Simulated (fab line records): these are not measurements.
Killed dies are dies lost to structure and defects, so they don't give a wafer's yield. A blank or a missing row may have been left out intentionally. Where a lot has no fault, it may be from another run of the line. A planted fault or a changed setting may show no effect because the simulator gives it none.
A struck lot beside a sound one || flow gf180mcu || 15 out of 602 route steps
Sound: these wafers, L469.2, L469.5, L469.6. Struck: wafers L474.2, L474.4, L474.6. At the end, the cause is stated.
Per side, at each step with rows, come the tool, then ch with its chambers, and then its first start. Under that, the readings that differ: sound wafers || struck wafers || difference of the means || sigmas: that difference in standard deviations of wafers without a fault.
alike: readings with means less than 2 such deviations apart, plus words and numbers identical on both sides. not compared: withheld readings, readings lacking a value on some wafer, bounds such as >300 that could conceal the same value, and numbers that have no deviation in the record and whose values overlap.
The two part at a step that has a row with sigmas, a row that says differs or no value, or rows on one side only. When numbers do not overlap yet have no deviation, they are printed without sigmas and do not part them. Lack of a reading on every wafer of one side parts them only where that side has two or more wafers.

GF_STI_THK_MEAS_02:
  struck on film_metro-04, day 2 22:45; sound on film_metro-01, day 1 21:31
  alike: STI_OXIDATION_THK
then, 1 step without rows for these wafers: GF_STI_CVD_03 (deposits Si3N4 from DCS/NH3, target thk 207.16 nm, time 3551 s).
GF_STI_THK_MEAS_04:
  struck on film_metro-04, day 3 00:47; sound on film_metro-04, day 2 00:36
  alike: STI_CVD_03_THK
then, 7 steps without rows for these wafers: GF_STI_DEHYDRATE_05 (time 60 s); GF_STI_HMDS_06 (prime time 60 s); GF_STI_COAT_07 (resist thk 700 nm); GF_STI_SOFTBAKE_08 (time 60 s); GF_STI_EXPOSE_09 (exposes mask COMP, target cd 220 nm); GF_STI_PEB_10 (peb time 90 s); GF_STI_DEVELOP_11 (develop time 60 s).
GF_STI_CD_MEAS_12: target cd 220 nm.
  struck on cd_sem-02, day 3 14:10; sound on cd_sem-02, day 2 12:26
  alike: cd_nm
GF_STI_ETCH_13: etches the open film in CHF3/O2, stops on Si, target depth 282.31 nm, time 112.9 s.
  sound on rie_diel-03 ch 0,1, day 2 12:32; struck on rie_diel-03 ch 0,1,3, day 3 14:16
  alike: O2_flow_sccm, bias_w, drypump_motor_current_A, oes_product_au, throttle_valve_pct
  not compared: rf_hours_counter_h
GF_STI_ETCH_14: etches Si in HBr/Cl2/O2, target depth 360 nm, time 102.9 s.
  sound on rie_si-02 ch 0,1, day 2 12:37; struck on rie_si-01 ch 0,2,3, day 3 14:21
  no value came back on the struck wafers for any of 5 readings (HBr_flow_sccm (sccm), O2_flow_sccm (sccm) and others); on the sound wafers HBr_flow_sccm (sccm) reads 150.3 149.5 149.9
{"reading": "model.KrF_of_STI_COAT_07.thk_nm (nm)", "sound": "318.4 318.4 321.8", "struck": "443.4 437.9 442.8", "difference": "+121.8", "sigmas": ""}
{"reading": "model.STI.cd_nm (nm)", "sound": "221.9 224.5 224.8", "struck": "220.6 219.7 219.6", "difference": -3.8, "sigmas": ""}
  not compared: rf_hours_counter_h
GF_STI_STRIP_15: strips in O2/N2.
  sound on plasma_asher-02 ch 0,1, day 2 12:41; struck on plasma_asher-03 ch 0,1, day 3 14:25
{"reading": "heater_power_w (W)", "sound": "312 312 309", "struck": "366 360 317", "difference": "+37", "sigmas": "+2"}
{"reading": "oes_product_au (a.u.)", "sound": "0.384 0.383 0.387", "struck": "0.436 0.425 0.429", "difference": "+0.045", "sigmas": "+9"}
{"reading": "strip_time_to_endpoint_s (s)", "sound": "3.71 3.73 3.74", "struck": "5.00 4.93 4.99", "difference": "+1.25", "sigmas": "+27"}
  alike: drypump_motor_current_A, n2_flow_sccm, o2_flow_sccm
  not compared: rf_hours_counter_h
then, 1 step without rows for these wafers: GF_STI_CLEAN_16 (cleans in dHF, time 25 s).

== WHERE THEY PART ==
First at GF_STI_ETCH_14; last, within this record, at GF_STI_STRIP_15.

WHY: what the simulator had put in
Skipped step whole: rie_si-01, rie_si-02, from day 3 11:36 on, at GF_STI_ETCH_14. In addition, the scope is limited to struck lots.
